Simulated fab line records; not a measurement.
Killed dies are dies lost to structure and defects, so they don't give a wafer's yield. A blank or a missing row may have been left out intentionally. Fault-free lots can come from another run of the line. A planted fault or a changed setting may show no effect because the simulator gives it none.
Chamber matching	flow gf180mcu	GF_CONTACT_CVD_02 on pecvd-02 has 3 sister chambers
The step deposits SiO2 from TEOS, target thk 860 nm, time 95.992 s. 6 wafers are shown with their chamber, then 7 later ones without.

## WAFERS, EACH WITH ITS CHAMBER
wafer	chamber	heater-power-w (W)
L563.6	0	768
L565.3	2	678
L565.5	2	683
L566.6	0	678
L569.2	1	595
L569.4	1	627

## WAFERS WITH NO CHAMBER GIVEN
wafer	heater-power-w (W)
L569.6	812
L572.1	659
L572.3	518
L572.6	592
L585.1	622
L585.3	805
L585.6	548

## WHICH CHAMBER EACH WENT THROUGH
wafer	from the rows above	in truth
L569.6	can't be placed: 0 or 2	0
L572.1	can't be placed: 2 or 1 or 0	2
L572.3	can't be placed: 1 or 2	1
L572.6	can't be placed: 1 or 2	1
L585.1	can't be placed: 1 or 2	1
L585.3	can't be placed: 0 or 2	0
L585.6	can't be placed: 1 or 2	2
Correctly placed: 0 of 7. Cannot be placed on the basis of these rows: 7; the candidates contain the true chamber in 7. Number placed wrongly: 0.
How it was worked out, from the rows above alone: a wafer's distance from a chamber is the root of the sum, over the readings, of the square of ((its reading less the chamber's mean) divided by the reading's scatter). If the next closest chamber is less than 2 further off than the closest, the wafer can't be placed; otherwise it belongs to the closest. For every chamber, the mean is computed from those of its wafers that are shown. How the scatter is found: for the shown wafers, subtract from each reading the mean of its chamber, square and add these, divide the total by (wafers less chambers), then take the root.
